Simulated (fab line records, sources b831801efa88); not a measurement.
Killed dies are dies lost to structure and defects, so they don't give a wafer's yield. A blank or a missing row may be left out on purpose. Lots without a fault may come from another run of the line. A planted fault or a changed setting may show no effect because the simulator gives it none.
fab line records | flow gf180mcu
record lots=14 wafers=42 last_day=34
route steps=602 shown V5@557 TOP_METAL@571 PASSIVATION@595
lots that met no fault: from a run of the same line without faults
start_h: hours from the record's first day to the start of the lot's first wafer shown | wait_h: hours since the lot's step before | " the same as in the row above | L1.1+2: a row that stands for several wafers | - no value, or no start given | * or withheld: withheld | < > ~ a bound
route shown NAME@n: a module of which the file shows steps, and the number in the route of the first | usual: mean/standard deviation of fault-free wafers | same: alike in all rows | chamber/n: place in a boat | sites: the reading at each site | _std_site: their standard deviation | _edge_site: outer sites' mean less inner sites' | radius_mm: how far each site lies from the wafer's centre | mask NAME#n: copy n | behind: the tool/chamber that last shaped the wafer | hold: why the lot was held/for how many hours/how that ended | device: the transistor (n, p or np) that didn't switch | end of line: the same wafers' tests at the end of the route | a step without rows: its recipe alone | killed: dies lost to structure and defects at the first sort, not the wafer's yield | map: a wafer's dies, x killed, . not, _ none there
set.NAME: the setting as run; set.NAME@STEP: as run at that earlier step | model.NAME: the simulator's own value behind a step, which no gauge read
steps of the route over a sample of lots; a table a step, a row a wafer
services: from which hour (start_h, from the record's first day; less than 0 if before it) a tool's chamber was out of use, for how many hours, and why
## steps
# step GF_V5_ETCH_17
# recipe chemistry=C4F8/O2/Ar mask_material=KrF target=SiO2 stop_on=TiN source_w=1500 bias_w=1200 pressure_mtorr=40 c4f8_flow_sccm=withheld O2_flow_sccm=6 Ar_flow_sccm=300 time_s=withheld target_depth_a=8550
# usual oes_product_au=0.860/0.0042
# columns lot.wafer tool chamber start_h wait_h oes_product_au
L686.1 rie_diel-02 0 - - 0.867
L686.3 " 1 " " 0.862
L686.5 " 0 " " 0.861
L687.1 rie_diel-02 3 - - 0.865
L687.2 " 0 " " 0.868
L687.3 " 1 " " 0.860
L690.1 rie_diel-04 2 - - 0.866
L690.2 " 1 " " 0.863
L690.5 " 2 " " 0.854
L691.2 rie_diel-03 2 - - 0.849
L691.3 " 3 " " 0.859
L691.5 " 0 " " 0.858
L693.1 rie_diel-04 0 - - 0.854
L693.2 " 2 " " 0.865
L693.4 " 3 " " 0.859
L697.3 rie_diel-04 0 - - 0.856
L697.4 " 2 " " 0.865
L697.5 " 3 " " 0.864
L698.4 rie_diel-02 0 - - 0.855
L698.5 " 1 " " 0.857
L698.6 " 2 " " 0.854
L699.2 rie_diel-03 3 - - 0.863
L699.3 " 2 " " 0.856
L699.4 " 0 " " 0.859
L700.1 rie_diel-04 1 - - 0.860
L700.4 " 2 " " 0.855
L700.5 " 3 " " 0.864
L703.1 rie_diel-03 0 - - 0.862
L703.5 " 3 " " 0.862
L703.6 " 2 " " 0.856
L706.1 rie_diel-02 1 - - 0.852
L706.3 " 3 " " 0.859
L706.4 " 0 " " 0.860
L708.2 rie_diel-03 2 - - 0.855
L708.3 " 3 " " 0.860
L708.5 " 3 " " 0.865
L709.1 rie_diel-02 3 - - 0.857
L709.3 " 0 " " 0.859
L709.5 " 0 " " 0.862
L707.1 rie_diel-03 1 - - 0.856
L707.5 " 1 " " 0.863
L707.6 " 2 " " 0.857
# step GF_V5_STRIP_18
# recipe chemistry=O2/N2 power_w=1400 pressure_mtorr=1500 platen_temp_c=250 o2_flow_sccm=3000 n2_flow_sccm=300 overash_fraction=0.5
# usual drypump_motor_current_A=5.65/0.27 heater_power_w=323/17 oes_product_au=0.569/0.005
# columns lot.wafer tool chamber start_h wait_h drypump_motor_current_A heater_power_w oes_product_au rf_hours_counter_h
L686.1 plasma_asher-01 0 628.85 - 5.54 315 0.569 55
L686.3 " 1 " " 5.62 322 0.573 -
L686.5 " 1 " " 5.61 334 0.561 -
L687.1 plasma_asher-04 1 635.23 - 5.13 292 0.562 22
L687.2 " 0 " " 5.41 296 0.569 22
L687.3 " 1 " " 5.08 286 0.568 -
L690.1 plasma_asher-01 0 660.85 - 5.52 315 0.569 58
L690.2 " 1 " " 5.61 347 0.581 58
L690.5 " 1 " " 5.62 333 0.571 -
L691.2 plasma_asher-01 0 669.80 - 5.56 314 0.573 59
L691.3 " 1 " " 5.61 335 0.568 -
L691.5 " 0 " " 5.57 327 0.574 -
L693.1 plasma_asher-02 1 679.98 - 5.90 317 0.568 107
L693.2 " 0 " " 5.94 335 0.563 107
L693.4 " 0 " " 5.95 331 0.566 -
L697.3 plasma_asher-02 1 705.77 - 5.91 315 0.561 -
L697.4 " 0 " " 5.97 330 0.569 -
L697.5 " 1 " " 5.87 323 0.570 -
L698.4 plasma_asher-01 1 722.88 - 5.61 326 0.568 -
L698.5 " 1 " " 5.60 325 0.561 -
L698.6 " 0 " " 5.52 312 0.564 -
L699.2 plasma_asher-04 0 723.93 - 5.42 306 0.563 32
L699.3 " 0 " " 5.40 310 0.570 -
L699.4 " 1 " " 5.11 286 0.566 -
L700.1 plasma_asher-01 0 726.58 - 5.54 316 0.566 65
L700.4 " 0 " " 5.54 324 0.573 -
L700.5 " 1 " " 5.62 335 0.558 -
L703.1 plasma_asher-02 1 748.41 - 5.87 333 0.575 0
L703.5 " 0 " " 6.02 338 0.572 -
L703.6 " 1 " " 5.93 334 0.574 -
L706.1 plasma_asher-01 0 768.08 - 5.54 320 0.572 69
L706.3 " 1 " " 5.61 330 0.578 -
L706.4 " 0 " " 5.54 325 0.569 -
L708.2 plasma_asher-02 0 777.83 - 5.98 348 0.570 3
L708.3 " 1 " " 5.85 342 0.564 -
L708.5 " 0 " " 5.96 352 0.566 -
L709.1 plasma_asher-02 0 779.05 - 5.97 336 0.571 3
L709.3 " 1 " " 5.88 333 0.567 -
L709.5 " 1 " " 5.89 337 0.570 -
L707.1 plasma_asher-01 0 780.01 - 5.55 314 0.574 70
L707.5 " 1 " " 5.62 333 0.566 -
L707.6 " 0 " " 5.54 325 0.571 -
# step GF_TOP_METAL_SPUTTER_04
# recipe material=TiN target_thk_nm=25 power_w=6500 time_s=20.8 chamber_pressure_pa=0.4
# usual chamber_pressure_pa=0.3999/0.00075 throttle_valve_pct=29.7/1
# columns lot.wafer tool chamber start_h wait_h chamber_pressure_pa throttle_valve_pct
L686.1 pvd_sputter-04 - 630.28 0.0 0.4001 29.6
L686.3 " - " " 0.4008 29.1
L686.5 " - " " 0.4003 29.4
L687.1 pvd_sputter-04 - 636.68 0.0 0.3991 29.3
L687.2 " - " " 0.4013 30.9
L687.3 " - " " 0.3997 28.0
L690.1 pvd_sputter-01 - 662.28 0.0 0.4000 28.4
L690.2 " - " " 0.3999 29.8
L690.5 " - " " 0.4011 30.6
L691.2 pvd_sputter-03 - 671.26 0.0 0.3998 28.8
L691.3 " - " " 0.4004 30.8
L691.5 " - " " 0.3992 30.8
L693.1 pvd_sputter-04 - 681.43 0.0 0.3997 29.3
L693.2 " - " " 0.4008 30.9
L693.4 " - " " 0.3990 29.7
L697.3 pvd_sputter-01 - 707.15 0.0 0.3997 29.4
L697.4 " - " " 0.3990 28.4
L697.5 " - " " 0.4000 28.2
L698.4 pvd_sputter-03 - 724.27 0.0 0.4004 28.5
L698.5 " - " " 0.3997 28.0
L698.6 " - " " 0.3982 28.7
L699.2 pvd_sputter-04 - 725.35 0.0 0.4011 29.6
L699.3 " - " " 0.3993 29.3
L699.4 " - " " 0.4013 31.0
L700.1 pvd_sputter-01 - 728.00 0.0 0.4004 29.5
L700.4 " - " " 0.3996 30.7
L700.5 " - " " 0.3994 29.9
L703.1 pvd_sputter-03 - 750.16 0.0 0.3994 30.6
L703.5 " - " " 0.3984 30.5
L703.6 " - " " 0.4004 30.8
L706.1 pvd_sputter-01 - 769.55 0.0 0.3994 29.6
L706.3 " - " " 0.3997 30.4
L706.4 " - " " 0.4004 28.5
L708.2 pvd_sputter-03 - 779.25 0.0 0.3995 30.8
L708.3 " - " " 0.3992 28.1
L708.5 " - " " 0.4004 30.4
L709.1 pvd_sputter-03 - 780.50 0.0 0.4008 30.9
L709.3 " - " " 0.4012 29.1
L709.5 " - " " 0.4002 28.3
L707.1 pvd_sputter-04 - 781.78 0.0 0.3999 27.8
L707.5 " - " " 0.3985 31.0
L707.6 " - " " 0.3998 29.6
# step GF_PASSIVATION_EXPOSE_08
# recipe mask_id=Pad target_cd_nm=40000 na=0.57 dose_mj=310
# usual exposure_dose_mJ_cm2=310.0/0.3 focus_offset_nm=0.1/0.58
# columns lot.wafer tool chamber start_h wait_h mask exposure_dose_mJ_cm2 focus_offset_nm
L686.1 iline_stepper-01 0 661.37 - Pad#0 309.7 0.3
L686.3 " 0 " " Pad#0 309.7 0.4
L686.5 " 0 " " Pad#0 309.9 -0.9
L687.1 iline_stepper-01 0 666.77 - Pad#0 309.9 -0.9
L687.2 " 0 " " Pad#0 310.1 0.0
L687.3 " 0 " " Pad#0 310.0 -0.1
L690.1 iline_stepper-02 0 691.97 - Pad#0 309.8 -0.7
L690.2 " 0 " " Pad#0 309.5 0.6
L690.5 " 0 " " Pad#0 309.7 -0.4
L691.2 iline_stepper-02 0 700.74 - Pad#0 309.9 0.1
L691.3 " 0 " " Pad#0 310.1 0.0
L691.5 " 0 " " Pad#0 310.7 0.4
L693.1 iline_stepper-02 0 710.02 - Pad#0 310.4 -0.3
L693.2 " 0 " " Pad#0 310.4 0.1
L693.4 " 0 " " Pad#0 310.1 0.2
L697.3 iline_stepper-01 0 735.51 - Pad#0 309.9 -0.2
L697.4 " 0 " " Pad#0 309.6 0.9
L697.5 " 0 " " Pad#0 309.8 0.7
L698.4 iline_stepper-02 0 751.46 - Pad#0 310.2 1.1
L698.5 " 0 " " Pad#0 309.7 0.8
L698.6 " 0 " " Pad#0 310.0 -0.2
L699.2 iline_stepper-02 0 752.24 - Pad#0 310.1 0.2
L699.3 " 0 " " Pad#0 310.2 0.4
L699.4 " 0 " " Pad#0 309.5 -0.2
L700.1 iline_stepper-01 0 754.53 - Pad#0 310.0 1.2
L700.4 " 0 " " Pad#0 310.2 -0.3
L700.5 " 0 " " Pad#0 310.1 0.5
L703.1 iline_stepper-02 0 775.49 - Pad#0 310.1 0.3
L703.5 " 0 " " Pad#0 310.2 0.1
L703.6 " 0 " " Pad#0 309.8 0.0
L706.1 iline_stepper-01 0 793.55 - Pad#0 310.2 -0.1
L706.3 " 0 " " Pad#0 310.0 -0.3
L706.4 " 0 " " Pad#0 310.1 -0.3
L708.2 iline_stepper-02 - 803.91 - Pad#0 - -
L708.3 " - " " Pad#0 - -
L708.5 " - " " Pad#0 - -
L709.1 iline_stepper-02 0 804.77 - Pad#0 310.3 0.2
L709.3 " 0 " " Pad#0 310.3 -0.2
L709.5 " 0 " " Pad#0 310.0 -0.7
L707.1 iline_stepper-01 - 805.38 - Pad#0 - -
L707.5 " - " " Pad#0 - -
L707.6 " - " " Pad#0 - -
## services
# columns tool chamber start_h hours kind
iline_stepper-02 - 604.98 1.4 repair
iline_stepper-01 - 613.00 5.3 repair
rie_diel-02 - 615.40 2.8 pm
iline_stepper-02 - 627.61 1.7 pm
plasma_asher-01 - 629.21 0.7 repair
plasma_asher-02 - 644.12 1.4 repair
rie_diel-02 0 663.37 16.4 repair
rie_diel-04 0 665.73 3.7 repair
pvd_sputter-03 - 678.57 12.1 repair
pvd_sputter-04 - 704.90 4.4 repair
iline_stepper-01 - 707.30 7.2 repair
iline_stepper-02 - 712.33 0.5 repair
pvd_sputter-04 - 721.27 3.7 repair
iline_stepper-02 - 729.90 2.1 pm
rie_diel-03 2 731.55 6.8 repair
plasma_asher-02 - 733.75 9.0 pm
iline_stepper-01 - 737.35 2.4 repair
iline_stepper-01 - 741.99 1.9 repair
plasma_asher-02 - 744.67 2.8 pm
pvd_sputter-03 - 752.53 2.1 repair
iline_stepper-01 - 761.41 1.7 pm
rie_diel-02 - 764.95 1.0 repair
plasma_asher-02 - 768.90 4.3 pm
rie_diel-02 2 776.25 13.0 repair
## key
first_sign step=GF_PASSIVATION_EXPOSE_08 reading=tool_record direction=missing
effect none on later readings
met_at GF_PASSIVATION_EXPOSE_08
struck_lots L707,L708
later_rows_left_out L707.1,L707.5,L707.6,L708.2,L708.3,L708.5
sort_left_out L707.1,L707.5,L707.6,L708.2,L708.3,L708.5
not_acting_at GF_V5_ETCH_17,GF_V5_STRIP_18,GF_TOP_METAL_SPUTTER_04
onset_between 793.55 803.91
fault kind=skipped_step_whole tool=iline_stepper-01,iline_stepper-02 chamber=- onset_h=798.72 steps=GF_PASSIVATION_EXPOSE_08 scope=struck_lots_only
# sort_left_out: the simulated sort isn't trusted on such a fault, so these wafers' sort isn't shown, and their yield isn't known
# later_rows_left_out: the simulator's readings of these wafers behind a module that went badly wrong aren't trusted and aren't shown, but for the sort
